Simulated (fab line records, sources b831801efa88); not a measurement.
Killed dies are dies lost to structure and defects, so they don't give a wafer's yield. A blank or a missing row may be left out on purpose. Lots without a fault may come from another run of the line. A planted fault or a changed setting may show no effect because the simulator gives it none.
Chamber matching | flow sky130 | SKY_VIA1_CMP_24 on cmp-01: 4 sister chambers
The step polishes, stops on SiO2, t overpolish 15 s, target thk 0 nm. 8 wafers are shown with their chamber, then 7 later ones without.

WAFERS WITH THEIR CHAMBER
wafer  | chamber | motor_current_A (A) | time_to_endpoint_s (s)
L415.1 | 0       | 9.1                 | 62
L415.5 | 3       | 10.4                | 70
L418.2 | 3       | 10.6                | 69
L420.5 | 1       | 10.0                | 61
L420.6 | 2       | 12.7                | 67
L419.3 | 0       | 9.1                 | 61
L419.5 | 2       | 12.0                | 63
L419.6 | 1       | 10.2                | 59

WAFERS WITHOUT THEIR CHAMBER
wafer  | motor_current_A (A) | time_to_endpoint_s (s)
L422.1 | 10.5                | 59
L422.5 | 10.1                | 61
L422.6 | 9.3                 | 64
L423.3 | 13.1                | 68
L423.5 | 10.7                | 59
L423.6 | 9.3                 | 62
L425.2 | 8.8                 | 61

WHICH CHAMBER EACH WENT THROUGH
wafer  | from the rows above | in truth
L422.1 | 1                   | 1
L422.5 | 1                   | 1
L422.6 | 0                   | 0
L423.3 | 2                   | 2
L423.5 | 1                   | 1
L423.6 | 0                   | 0
L425.2 | 0                   | 0
Placed correctly: 7 of 7. Can't be placed from these rows: 0. Placed wrongly: 0.
How it was worked out, from the rows above alone: a wafer's distance from a chamber is the root of the sum, over the readings, of the square of ((its reading less the chamber's mean) divided by the reading's scatter). The wafer belongs to the nearest chamber; if the next one is less than 2 further off, it can't be placed. A chamber's mean is the mean of its shown wafers. The scatter: the root of (the sum of the squares of (reading less its chamber's mean) over the shown wafers, divided by (wafers less chambers)).
